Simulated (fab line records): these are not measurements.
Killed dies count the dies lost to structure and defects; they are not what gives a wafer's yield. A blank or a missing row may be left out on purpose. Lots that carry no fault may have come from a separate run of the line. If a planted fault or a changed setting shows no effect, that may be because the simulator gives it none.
Which tool was responsible?    flow gf180mcu    Sampling: 12 lots, 36 wafers, 6 of 602 route steps

== WHAT THE GAUGES SHOWED, per wafer ==
GF_STI_THK_MEAS_04.
lot   measured     on             STI_CVD_03_THK (nm)
L615  day 1 19:30  film_metro-04  207.9 207.4 207.6
L616  day 2 03:15  film_metro-03  208.6 207.0 209.7
L618  day 2 09:34  film_metro-03  209.5 209.1 210.4
L619  day 2 14:34  film_metro-03  205.0 204.6 205.6
L622  day 3 05:35  film_metro-04  207.2 207.4 207.5
L625  day 3 20:34  film_metro-04  206.1 208.1 208.3
L626  day 4 02:46  film_metro-03  202.8 202.2 203.0
L629  day 4 17:42  film_metro-01  205.3 208.4 206.6
L630  day 4 22:47  film_metro-03  208.1 209.1 210.6
L633  day 5 13:49  film_metro-01  204.4 204.1 203.8
L635  day 5 22:35  film_metro-04  205.1 206.5 208.7
L636  day 6 04:58  film_metro-03  210.3 207.5 209.1

GF_VT_IMPLANT_RS_MEAS_48: uses a four-point probe to measure.
lot   measured      on             LVPWELL_RS (ohm/sq)
L615  day 7 20:56   film_metro-04  1198 1196 1198
L616  day 8 08:15   film_metro-01  1193 1194 1194
L618  day 8 15:38   film_metro-04  1194 1192 1196
L619  day 8 23:10   film_metro-01  1201 1200 1200
L622  day 9 21:44   film_metro-01  1191 1194 1192
L625  day 10 16:29  film_metro-02  1201 1201 1201
L626  day 11 00:49  film_metro-02  1195 1193 1193
L629  day 11 18:56  film_metro-04  1245 1243 1242 1245 1243 1240
L630  day 12 01:34  film_metro-01  1245 1245 1250 1247 1246 1247
L633  day 12 22:16  film_metro-04  1195 1199 1197
L635  day 13 13:05  film_metro-02  1200 1195 1197
L636  day 13 17:15  film_metro-02  1200 1197 1200

GF_VT_IMPLANT_RS_MEAS_49: uses a four-point probe to measure.
lot   measured      on             MVPSD_RS (ohm/sq)
L615  day 7 21:03   film_metro-04  1178 1182 1181
L616  day 8 08:22   film_metro-01  1187 1182 1185
L618  day 8 15:46   film_metro-04  1177 1178 1176
L619  day 8 23:17   film_metro-01  1176 1179 1181
L622  day 9 21:51   film_metro-01  1177 1177 1175
L625  day 10 16:37  film_metro-02  1180 1182 1180
L626  day 11 00:56  film_metro-02  1179 1179 1179
L629  day 11 20:57  film_metro-04  1174 1176 1174
L630  day 12 02:53  film_metro-01  1179 1177 1176
L633  day 12 22:23  film_metro-04  1173 1175 1178
L635  day 13 13:12  film_metro-02  1179 1177 1176
L636  day 13 17:22  film_metro-02  1181 1181 1180

== WHICH TOOL RAN EACH LOT (tool, then ch and the chambers of the sampled wafers, then the start) ==
lot   GF_STI_ETCH_13                     GF_STI_ETCH_14                   GF_LVPWELL_IMPLANT_08
L615  rie_diel-04 ch 0,1,3, day 2 06:58  rie_si-02 ch 0,1,3, day 2 07:03  implanter-02 ch 0, day 4 02:02
L616  rie_diel-01 ch 1,2, day 2 15:31    rie_si-02 ch 0,2,3, day 2 15:36  implanter-01 ch 0, day 4 13:02
L618  rie_diel-01 ch 1,2,3, day 2 22:07  rie_si-01 ch 0,1,3, day 2 22:12  implanter-02 ch 0, day 4 19:14
L619  rie_diel-04 ch 0,1,3, day 3 02:46  rie_si-01 ch 1,2, day 3 02:51    implanter-03 ch 0, day 5 00:38
L622  rie_diel-04 ch 1,2, day 3 18:52    rie_si-02 ch 1,2,3, day 3 18:57  implanter-01 ch 0, day 5 19:25
L625  rie_diel-04 ch 0,1,2, day 4 10:04  rie_si-01 ch 1,2,3, day 4 10:09  implanter-03 ch 0, day 6 11:17
L626  rie_diel-04 ch 2,3, day 4 16:28    rie_si-02 ch 2,3, day 4 16:33    implanter-01 ch 0, day 6 17:29
L629  rie_diel-02 ch 0,2,3, day 5 08:13  rie_si-01 ch 0,1,2, day 5 08:18  implanter-02 ch 0, day 7 09:14
L630  rie_diel-02 ch 0,1,3, day 5 12:49  rie_si-01 ch 2,3, day 5 12:54    implanter-02 ch 0, day 7 15:19
L633  rie_diel-01 ch 0,1,3, day 6 04:22  rie_si-02 ch 2,3, day 6 04:27    implanter-01 ch 0, day 8 07:56
L635  rie_diel-02 ch 0,2,3, day 6 14:16  rie_si-01 ch 0,1,3, day 6 14:21  implanter-03 ch 0, day 8 20:26
L636  rie_diel-02 ch 0,1,3, day 6 19:46  rie_si-01 ch 1,2,3, day 6 19:51  implanter-01 ch 0, day 9 00:25
- GF_STI_ETCH_13: etches the open film in CHF3/O2, stops on Si, target depth 282.31 nm, time 112.9 s.
- GF_STI_ETCH_14: etches Si in HBr/Cl2/O2, target depth 360 nm, time 102.9 s.
- GF_LVPWELL_IMPLANT_08

== WHAT THE TOOLS THEMSELVES READ (means of the sampled wafers that have a number; where no wafer has one, the mark that the record gives instead) ==
GF_STI_ETCH_13.
lot   tool         drypump_motor_current_A (A)  oes_product_au (a.u.)  throttle_valve_pct (%)
L615  rie_diel-04  5.5                          0.833                  8.806
L616  rie_diel-01  5.7                          0.838                  8.807
L618  rie_diel-01  6.0                          0.840                  8.810
L619  rie_diel-04  5.5                          0.827                  8.816
L622  rie_diel-04  5.6                          0.837                  8.811
L625  rie_diel-04  5.5                          0.834                  8.810
L626  rie_diel-04  5.2                          0.823                  8.808
L629  rie_diel-02  5.8                          0.830                  8.805
L630  rie_diel-02  5.8                          0.837                  8.813
L633  rie_diel-01  5.8                          0.825                  8.804
L635  rie_diel-02  5.8                          0.833                  8.807
L636  rie_diel-02  5.8                          0.837                  8.803

GF_STI_ETCH_14.
lot   tool       drypump_motor_current_A (A)  oes_product_au (a.u.)  throttle_valve_pct (%)
L615  rie_si-02  5.60                         1.001                  25.656
L616  rie_si-02  5.85                         0.998                  25.648
L618  rie_si-01  5.87                         1.004                  25.655
L619  rie_si-01  6.00                         1.008                  25.654
L622  rie_si-02  5.66                         1.008                  25.652
L625  rie_si-01  5.93                         0.999                  25.657
L626  rie_si-02  5.79                         1.014                  25.652
L629  rie_si-01  5.90                         1.004                  25.656
L630  rie_si-01  6.06                         1.005                  25.649
L633  rie_si-02  5.79                         1.005                  25.652
L635  rie_si-01  5.83                         1.007                  25.655
L636  rie_si-01  5.97                         0.997                  25.659

GF_LVPWELL_IMPLANT_08.
lot   tool          beam_energy_keV
L615  implanter-02  170.00
L616  implanter-01  170.03
L618  implanter-02  169.99
L619  implanter-03  169.97
L622  implanter-01  170.02
L625  implanter-03  170.03
L626  implanter-01  170.02
L629  implanter-02  140.08
L630  implanter-02  140.09
L633  implanter-01  170.09
L635  implanter-03  170.06
L636  implanter-01  169.99

== THE ANSWER, worked out from the rows above alone ==
Rule: the lots themselves supply what counts as usual. The widest of any qualifying gaps counts: lots, ordered by their means at a reading, are off when they make up no more than a third of the lots, leave a main group of 4 or more, and stand apart from it by 3 or more times the standard deviation of that group's means. Not used: any main group whose means are identical at the precision the tables above print for the reading. Also off: a lot with no number at a reading for which 4 or more lots have one. Where the step has rows for the other lots, those lots are counted as sound. The gauges are gone through in route order, then the tools' own readings, and for those a lot's mean is taken as printed above. At the first step where some lot is off, the reading lying furthest off is the one used; lots without a number count as furthest.
Off: L629, L630, seen at GF_VT_IMPLANT_RS_MEAS_48 (LVPWELL_RS). Mean 1197 ohm/sq and standard deviation 2.9 in the main group.
A tool fits if, at a process step before that reading, it ran every lot that is off, and no sound lot after the first of them. The gauges at GF_VT_IMPLANT_RS_MEAS_48 aren't tried: what is off there is off at GF_LVPWELL_IMPLANT_08 too, on other tools, and a gauge's error can't cause that. One fits: GF_LVPWELL_IMPLANT_08 on implanter-02. Its last sound lot is L618 (day 4 19:14), its first lot that is off L629 (day 7 09:14): a fault that began between those two fits.
On the lots that are off, the tool's own readings at GF_LVPWELL_IMPLANT_08 differ by more than 5 times the standard deviation of the sound lots' means, which bears it out; beam_energy_keV reads 140.09 there versus 170.02 on the sound lots.

== WHAT THE SIMULATOR HAD PUT IN ==
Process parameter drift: implanter-02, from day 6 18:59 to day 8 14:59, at GF_LVPWELL_IMPLANT_08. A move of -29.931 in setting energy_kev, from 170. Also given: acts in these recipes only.
Lots struck among those shown: L629, L630. The rule above reached the same finding.
